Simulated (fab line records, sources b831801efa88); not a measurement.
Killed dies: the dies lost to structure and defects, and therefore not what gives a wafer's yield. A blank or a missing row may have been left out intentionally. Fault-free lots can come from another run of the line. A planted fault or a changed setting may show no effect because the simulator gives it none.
Commonality check across tools | flow gf180mcu | Sampled: 13 lots, 39 wafers

## REASON IT WAS OPENED
Of 13 lots, 1 have the reading MVSD_TW flagged at GF_MVSD_TW_MEAS_11. Fault-free wafers read 1583, with a standard deviation of 12.
Rule: a lot is flagged in two cases, either no wafer of it has a number, or all its wafers with numbers fall more than 4 standard deviations from that mean. The other lots count as sound.

lot  | measured    | on            | MVSD_TW, wafer by wafer | flag
L457 | day 4 21:38 | film-metro-01 | 1591 1598 1600          |
L458 | day 5 05:26 | film-metro-02 | 1584 1586 1583          |
L459 | day 5 09:12 | film-metro-03 | 1574 1574 1568          |
L460 | day 5 15:38 | film-metro-03 | 1574 1565 1576          |
L462 | day 6 02:50 | film-metro-03 | 1567 1563 1563          |
L464 | day 6 17:13 | film-metro-02 | 1579 1585 1583          |
L465 | day 6 23:02 | film-metro-02 | 1575 1585 1579          |
L467 | day 7 08:58 | film-metro-02 | 30 30 30                | FLAGGED
L469 | day 7 19:50 | film-metro-02 | 1595 1585 1584          |
L471 | day 8 05:58 | film-metro-02 | 1590 1572 1579          |
L472 | day 8 13:15 | film-metro-02 | 1584 1572 1577          |
L473 | day 8 18:14 | film-metro-03 | 1569 1563 1570          |
L476 | day 9 13:22 | film-metro-01 | 1584 1573 1587          |
On average the flagged lots read 30, which is -1553 against the usual, or -99 or more standard deviations.

## TOOL THAT RAN EACH LOT
The record holds 1 process step before the reading, out of a route of 602 steps. Every cell lists first the tool, next ch and the chambers used by the sampled wafers, and last the start.
lot  | flag    | GF_MVSD_EXPOSE_04
L457 |         | iline-stepper-02 ch 0, day 4 14:34
L458 |         | iline-stepper-01 ch 0, day 4 21:59
L459 |         | iline-stepper-02 ch 0, day 5 02:00
L460 |         | iline-stepper-02 ch 0, day 5 07:59
L462 |         | iline-stepper-02 ch 0, day 5 19:25
L464 |         | iline-stepper-01 ch 0, day 6 09:37
L465 |         | iline-stepper-02 ch 0, day 6 14:46
L467 | FLAGGED | iline-stepper-02 ch 0, day 7 01:08
L469 |         | iline-stepper-02 ch 0, day 7 11:25
L471 |         | iline-stepper-01 ch 0, day 7 21:42
L472 |         | iline-stepper-02 ch 0, day 8 04:32
L473 |         | iline-stepper-01 ch 0, day 8 10:02
L476 |         | iline-stepper-02 ch 0, day 9 04:47
What is done by these steps:
- GF_MVSD_EXPOSE_04: exposes mask MVSD, target cd 1000 nm.
- GF_MVSD_TW_MEAS_11

## FLAGGED AGAINST TOTAL, ONE TOOL AT A TIME (gauges that did the reading follow at the end)
step               | tool             | lots run | flagged | share of the flagged lots | sound lots run after its first flagged lot
GF_MVSD_EXPOSE_04  | iline-stepper-01 | 4        | 0       | none                      | -
GF_MVSD_EXPOSE_04  | iline-stepper-02 | 9        | 1       | all                       | 3 (L469,L472,L476)
GF_MVSD_TW_MEAS_11 | film-metro-01    | 2        | 0       | none                      | -
GF_MVSD_TW_MEAS_11 | film-metro-02    | 7        | 1       | all                       | 3 (L469,L471,L472)
GF_MVSD_TW_MEAS_11 | film-metro-03    | 4        | 0       | none                      | -

## WHAT THE TABLE ALLOWS
Every flagged lot went through 2 rows of the table: iline-stepper-02 at GF_MVSD_EXPOSE_04 and film-metro-02 at GF_MVSD_TW_MEAS_11.
- iline-stepper-02 at GF_MVSD_EXPOSE_04 ran 9 lots, 1 of them flagged. Sound lots ran on it after the first flagged one (L469, L472, L476), which a lasting fault on the whole tool wouldn't allow.
- film-metro-02 at GF_MVSD_TW_MEAS_11 ran 7 lots, 1 of them flagged. Sound lots ran on it after the first flagged one (L469, L471, L472), which a lasting fault on the whole tool wouldn't allow.
Every row of the table either missed a flagged lot or ran a sound lot after the first.

## WHAT THE SIMULATOR PUT IN
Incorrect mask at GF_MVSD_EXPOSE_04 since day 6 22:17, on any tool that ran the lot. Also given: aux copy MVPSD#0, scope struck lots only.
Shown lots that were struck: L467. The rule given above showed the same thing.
